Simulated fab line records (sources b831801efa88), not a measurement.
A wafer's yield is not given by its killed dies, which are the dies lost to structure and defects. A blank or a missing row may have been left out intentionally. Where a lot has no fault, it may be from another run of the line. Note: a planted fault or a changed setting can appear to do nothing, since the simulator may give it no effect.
A struck lot beside a sound one    flow sfq_line    21 out of 325 route steps
Sound: wafers L407.1, L407.3, L407.4. Struck: wafers L398.1, L398.2, L398.4. Last of all comes the cause.
At each step with rows: each side's tool, then ch and its chambers, then its first start. Under that, the readings that differ: sound wafers    struck wafers    difference of the means    sigmas: that difference in standard deviations of wafers without a fault.
alike: same words and numbers on both sides, and readings whose means sit less than 2 such deviations apart. not compared: any withheld reading, any reading some wafer has no value for, any bound like >300 that may hide the same value, and any number with overlapping values for which the record gives no deviation.
Wherever a step has rows on one side only, a row that says differs or no value, or a row with sigmas, the two part there. Numbers that have no deviation but don't overlap get no sigmas and don't part them. A reading that every wafer of one side lacks parts them only if that side has two wafers or more.

first, 3 steps without rows for these wafers: SFQ_TRILAYER_M6_LITHO_EXPOSE_160 (exposes mask M6, target cd 500 nm); SFQ_TRILAYER_M6_LITHO_PEB_162 (peb time 60 s); SFQ_TRILAYER_M6_LITHO_DEVELOP_161 (time 60 s).
SFQ_M6_OVL_MEAS_940:
  sound on overlay-02 at day 82 23:05; struck on overlay-01 at day 79 17:02
  alike: M6_OVL
SFQ_TRILAYER_M6_BARC_OPEN_METAL_ETCH_206: etches BARC in O2, target depth 125 nm, time 41.7 s.
  sound on rie_metal-01 ch 0,1, day 82 23:07; struck on rie_metal-02 ch 0,1, day 79 17:04
  alike: drypump_motor_current_A, oes_product_au
  not compared: rf_hours_counter_h
then, 1 step without rows for these wafers: SFQ_TRILAYER_M6_ETCH_METAL_ETCH_162 (etches Nb in Cl2/Ar, stops on SiO2, target depth 240 nm, time 120 s).
SFQ_TRILAYER_M6_STRIP_STRIP_163: strips in O2.
  sound on rie_metal-01 ch 0,1, day 82 23:18; struck on rie_metal-02 ch 0,1, day 79 17:16
  alike: drypump_motor_current_A, oes_product_au
  not compared: rf_hours_counter_h
then, 2 steps without rows for these wafers: SFQ_TRILAYER_M6_STRIP_SOLV_CLEAN_164 (cleans in NMP, time 600 s); SFQ_TRILAYER_I6_DEP_PECVD_165 (deposits SiO2 from SiH4/N2O, time 111.11 s, target thk 500 nm).
SFQ_TRILAYER_I6_CMP_CMP_166: polishes SiO2.
  sound on cmp-01 ch 1,2,3, day 83 00:31; struck on cmp-01 ch 0,1,3, day 79 19:22
  alike: motor_current_A, slurry_filter_dp_kPa, time_to_endpoint_s
SFQ_I6_BOW_MEAS_941:
  sound on film_metro-02 at day 83 03:31; struck on film_metro-03 at day 79 22:22
  alike: I6_BOW
SFQ_TRILAYER_I6_METRO_MEASURE_167:
  sound on film_metro-02 at day 83 03:38; struck on film_metro-03 at day 79 22:29
  alike: thk_nm
SFQ_TRILAYER_I6_VIA_LITHO_COAT_174: resist thk 62 nm.
  sound on litho_track-03 ch 0, day 83 04:50; struck on litho_track-03 ch 0, day 79 23:41
reading                                                   sound              struck             difference  sigmas
model.BARC_of_TRILAYER_I6_VIA_LITHO_COAT_174.thk_nm (nm)  62.26 61.93 62.25  63.65 63.52 63.54  +1.42       
then, 5 steps without rows for these wafers: SFQ_TRILAYER_I6_VIA_LITHO_COAT_169 (resist thk 650 nm); SFQ_TRILAYER_I6_VIA_LITHO_SOFTBAKE_173; SFQ_TRILAYER_I6_VIA_LITHO_EXPOSE_170 (exposes mask I6, target cd 700 nm); SFQ_TRILAYER_I6_VIA_LITHO_PEB_172 (peb time 60 s); SFQ_TRILAYER_I6_VIA_LITHO_DEVELOP_171 (time 60 s).
SFQ_I6_OVL_MEAS_942:
  sound on overlay-02 at day 83 07:07; struck on overlay-02 at day 80 03:34
  alike: I6_OVL
SFQ_TRILAYER_I6_VIA_BARC_OPEN_VIA_ETCH_235: etches BARC in O2, target depth 125 nm, time 41.7 s.
  sound on rie_diel-04 ch 0,2,3, day 83 07:09; struck on rie_diel-02 ch 1,2,3, day 80 03:37
reading                   sound              struck             difference  sigmas
oes_product_au (a.u.)     0.682 0.689 0.680  0.691 0.695 0.694  +0.010      +2
model.etch.depth_nm (nm)  62.26 61.93 62.25  63.65 63.52 63.54  +1.42       
  alike: drypump_motor_current_A
  not compared: rf_hours_counter_h
SFQ_TRILAYER_I6_VIA_ETCH_VIA_ETCH_172: etches SiO2 in CHF3, stops on Nb, target depth 260 nm.
  sound on rie_diel-04 ch 0,2,3, day 83 07:11; struck on rie_diel-02 ch 1,2,3, day 80 03:39
  alike: drypump_motor_current_A, oes_product_au

## WHERE THEY PART
Only at SFQ_TRILAYER_I6_VIA_BARC_OPEN_VIA_ETCH_235, as far as this record shows. Later steps at which nothing parts them and some readings are alike: SFQ_TRILAYER_I6_VIA_ETCH_VIA_ETCH_172.

WHY: the cause the simulator had injected
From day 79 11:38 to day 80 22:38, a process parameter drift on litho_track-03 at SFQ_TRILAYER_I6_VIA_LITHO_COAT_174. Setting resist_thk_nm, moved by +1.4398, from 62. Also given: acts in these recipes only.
